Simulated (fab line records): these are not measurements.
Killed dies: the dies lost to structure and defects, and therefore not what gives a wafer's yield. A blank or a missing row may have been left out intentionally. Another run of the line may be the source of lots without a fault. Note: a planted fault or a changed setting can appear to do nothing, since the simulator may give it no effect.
The same fault as seen by 2 desks + flow sky130 + each desk holds nothing but its own numbers, with what lay behind them at the end

== THE METROLOGY DESK ==
Lot by lot, what the gauges showed, no matter which tool ran the lot: averages of those sampled wafers that carry a number. The brackets show how far a lot's mean lies from the usual mean; more than 4 standard deviations puts the lot out of limits, marked OUT.
Columns: A = VIA2_OVL at SKY_VIA2_OVL_MEAS_13, usual 3 nm; B = VIA2_W_RS at SKY_VIA2_RS_MEAS_22, usual 0.275 ohm/sq; C = CAPM_TIN_RS at SKY_CAPM_RS_MEAS_03, usual 6.91 ohm/sq; D = CAPM_TIN_THK at SKY_CAPM_THK_MEAS_04, usual 198.0 nm
| lot  | first seen here | A  | B     | C               | D     |
|------|-----------------|----|-------|-----------------|-------|
| L516 | day 36 19:30    | -4 | 0.277 | 6.92            | 198.4 |
| L517 | day 37 06:23    | 6  | 0.272 | 6.92            | 197.7 |
| L519 | day 38 11:22    | 3  | 0.277 | 6.90            | 200.1 |
| L521 | day 38 16:56    | 6  | 0.273 | 6.88            | 199.2 |
| L524 | day 39 23:08    | 2  | 0.275 | 6.65 (-4.1) OUT | 204.7 |
| L526 | day 40 15:11    | -4 | 0.274 | 6.71            | 202.8 |
| L527 | day 40 19:13    | -3 | 0.273 | 6.96            | 195.4 |
| L528 | day 40 20:40    | 3  | 0.279 | 6.80            | 200.1 |
| L530 | day 41 03:28    | 3  | 0.277 | 6.88            | 200.5 |
| L534 | day 42 22:50    | -6 | 0.274 | 6.91            | 195.3 |
| L537 | day 43 05:14    | -3 | 0.274 | 6.82            | 203.7 |
This desk finds L524 out of limits, with the earliest case on L524 at day 40 01:01 (CAPM_TIN_RS at SKY_CAPM_RS_MEAS_03). L516, L517, L519, L521, L526, L527, L528, L530, L534, L537: within limits.

== AT THE TOOL OWNER'S DESK: pvdSputter-01 ==
At SKY_CAPM_SPUTTER_02 (material TiN, target thk 200 nm, time 166.7 s) the tool's own readings: per lot run on this tool, the mean of the sampled wafers that have a number. The brackets show how far a lot's mean lies from the usual mean; more than 4 standard deviations puts the lot out of limits, marked OUT.
Columns: A = cathodeDcPowerW at SKY_CAPM_SPUTTER_02, usual 6500.1 W; B = chamberPressurePa at SKY_CAPM_SPUTTER_02, usual 0.4000 Pa; C = throttleValvePct at SKY_CAPM_SPUTTER_02, usual 30.3 %
| lot  | first seen here | A                        | B      | C    |
|------|-----------------|--------------------------|--------|------|
| L517 | day 37 08:03    | 6499.8                   | 0.4011 | 30.5 |
| L521 | day 38 18:34    | 6499.4                   | 0.4002 | 30.2 |
| L524 | day 40 00:53    | 6777.9 (+99 or more) OUT | 0.4004 | 30.2 |
| L526 | day 40 16:59    | 6777.6 (+99 or more) OUT | 0.4001 | 30.2 |
Finding of this desk: L524, L526 out of limits; the first was L524 at day 40 00:53, on cathodeDcPowerW at SKY_CAPM_SPUTTER_02. L517, L521: within limits.

== PUT TOGETHER ==
The tool owner's desk had the chance to raise an alarm at day 40 00:53 on L524, L526.
L524 would have let the metrology desk raise an alarm at day 40 01:01.
The metrology desk has L526 on record, within its limits.
All the named lots went through SKY_CAPM_SPUTTER_02 on pvdSputter-01.

== WHAT THE SIMULATOR HAD INSERTED ==
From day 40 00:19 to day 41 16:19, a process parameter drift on pvdSputter-01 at SKY_CAPM_SPUTTER_02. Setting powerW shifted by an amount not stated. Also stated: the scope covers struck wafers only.
Lots struck among those shown: L524, L526.
Counting hours from when the fault started, the first reading out of limits came at 1 for the tool owner's desk and at 1 for the metrology desk.
